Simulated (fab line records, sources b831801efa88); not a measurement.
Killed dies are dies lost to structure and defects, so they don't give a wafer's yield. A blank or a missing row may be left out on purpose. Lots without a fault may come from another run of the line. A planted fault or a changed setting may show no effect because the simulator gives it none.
A struck lot beside a sound one | flow sky130 | 24 steps out of a route of 708
Sound: wafers L473.1, L473.4, L473.6. Struck: wafer L470.1. (L470.5, L470.6 of the same lot were not struck and are left out.) The cause comes at the end.
At each step with rows: each side's tool, then ch and its chambers, then its first start. Under that, the readings that differ: sound wafers | struck wafers | difference of the means | sigmas: that difference in standard deviations of wafers without a fault.
alike: readings whose means differ by less than 2 such deviations, and words and numbers that are the same on both sides. not compared: withheld readings, readings that some wafer has no value for, bounds like >300 that may hide the same value, and numbers for which the record gives no deviation and whose values overlap.
The two part at a step that has a row with sigmas, a row that says differs or no value, or rows on one side only. Numbers that don't overlap but have no deviation are shown without sigmas and don't part them. A reading that every wafer of one side lacks parts them only if that side has two wafers or more.

SKY_VIA2_CMP_02: polishes SiO2.
  sound on cmp-01 ch 0,2, day 39 08:15; struck on cmp-01 ch 2, day 37 22:59
  alike: head_pressure_psi, motor_current_A
SKY_VIA2_BOW_MEAS_03:
  sound on film_metro-04, day 39 08:30; struck on film_metro-04, day 37 23:11
  alike: VIA2_BOW
then, 8 steps without rows for these wafers: SKY_VIA2_DEHYDRATE_04 (time 60 s); SKY_VIA2_HMDS_05 (prime time 60 s); SKY_VIA2_COAT_06 (resist thk 60 nm); SKY_VIA2_COAT_07 (resist thk 450 nm); SKY_VIA2_SOFTBAKE_08 (time 90 s); SKY_VIA2_EXPOSE_09 (exposes mask VIM2, target cd 200 nm); SKY_VIA2_PEB_10; SKY_VIA2_DEVELOP_11 (develop time 60 s).
SKY_VIA2_CD_MEAS_12: target cd 200 nm.
  sound on cd_sem-01, day 40 09:00; struck on cd_sem-01, day 39 00:07
  alike: cd_nm
SKY_VIA2_OVL_MEAS_13:
  sound on overlay-02, day 40 09:07; struck on overlay-01, day 39 00:14
  reading       | sound  | struck | difference | sigmas
  VIA2_OVL (nm) | 6 16 5 | -3     | -12        | -2
SKY_VIA2_ETCH_14: etches BARC in N2/H2, stops on SiO2, time 45.9 s, target depth 60 nm.
  sound on rie_diel-03 ch 0,1,3, day 40 09:09; struck on rie_diel-02 ch 3, day 39 00:16
  reading                                     | sound             | struck | difference | sigmas
  oes_product_au (a.u.)                       | 0.864 0.853 0.860 | 1.002  | +0.143     | +32
  run_length_s (s)                            | 74.5 74.2 74.4    | 51.2   | -23.2      | -40
  model.KrF-thick_of_VIA2_COAT_07.thk_nm (nm) | 390.9 392 391.8   | 413.5  | +21.9      |
  model.etch.depth_nm (nm)                    | 59.97 59.96 59.67 | 38.42  | -21.45     |
  model.VIA2.cd_nm (nm)                       | 199.4 199.8 200.5 | 196.7  | -3.2       |
  alike: drypump_motor_current_A, throttle_valve_pct
  not compared: rf_hours_counter_h
SKY_VIA2_ETCH_15: etches SiO2 in C4F8/O2/Ar, stops on TiN, target depth 546 nm, time 84 s.
  sound on rie_diel-03 ch 0,1,3, day 40 09:12; struck on rie_diel-02 ch 3, day 39 00:19
  reading                                     | sound             | struck | difference | sigmas
  oes_product_au (a.u.)                       | 0.938 0.947 0.936 | 0.380  | -0.560     | -99 or more
  model.KrF-thick_of_VIA2_COAT_07.thk_nm (nm) | 283.2 284.9 284.5 | 304.9  | +20.7      |
  alike: run_length_s
  not compared: rf_hours_counter_h
SKY_VIA2_STRIP_16: strips in O2/N2.
  sound on plasma_asher-03 ch 0,1, day 40 09:16; struck on plasma_asher-03 ch 1, day 39 00:22
  reading                      | sound             | struck | difference | sigmas
  oes_product_au (a.u.)        | 0.392 0.393 0.397 | 0.405  | +0.011     | +2
  strip_time_to_endpoint_s (s) | 4.04 4.05 4.07    | 4.28   | +0.23      | +8
  alike: drypump_motor_current_A
  not compared: rf_hours_counter_h
then, 3 steps without rows for these wafers: SKY_VIA2_STRIP_17 (strips in post etch residue remover, time 1200 s); SKY_VIA2_CLEAN_18 (cleans in IPA, time 180 s); SKY_VIA2_CLEAN_19 (cleans in O3/DIW).
SKY_VIA2_SPUTTER_20: material TiN, target thk 20 nm, time 80 s.
  sound on pvd_sputter-03, day 40 09:52; struck on pvd_sputter-03, day 39 00:58
  reading                | sound          | struck | difference | sigmas
  throttle_valve_pct (%) | 29.5 29.6 29.4 | 27.3   | -2.2       | -2
SKY_VIA2_CVD_21: deposits W, target thk 420 nm, time 126.4 s.
  sound on cvd_w-01 ch 1, day 40 09:55; struck on cvd_w-02 ch 0, day 39 01:01
  alike: heater_power_w
  not compared: since_wet_clean_h
SKY_VIA2_CMP_24: polishes, stops on SiO2, t overpolish 20 s, target thk 0 nm.
  sound on cmp-02 ch 0,2, day 40 10:14; struck on cmp-01 ch 2, day 39 01:20
  alike: head_pressure_psi, motor_current_A
SKY_METAL3_SPUTTER_00: material Ti, target thk 15 nm, time 10 s.
  the record has rows for the sound wafers here (pvd_sputter-04, day 40 10:32) and none for the struck ones
SKY_METAL3_SPUTTER_01: material TiN, target thk 20 nm, time 16.7 s.
  the record has rows for the sound wafers here (pvd_sputter-04, day 40 10:33) and none for the struck ones
SKY_METAL3_SPUTTER_02: material AlCu, target thk 735 nm, time 39.1 s.
  the record has rows for the sound wafers here (pvd_sputter-04, day 40 10:35) and none for the struck ones

WHERE THEY PART
First at SKY_VIA2_OVL_MEAS_13; last, within this record, at SKY_METAL3_SPUTTER_02.

WHY: what the simulator had put in
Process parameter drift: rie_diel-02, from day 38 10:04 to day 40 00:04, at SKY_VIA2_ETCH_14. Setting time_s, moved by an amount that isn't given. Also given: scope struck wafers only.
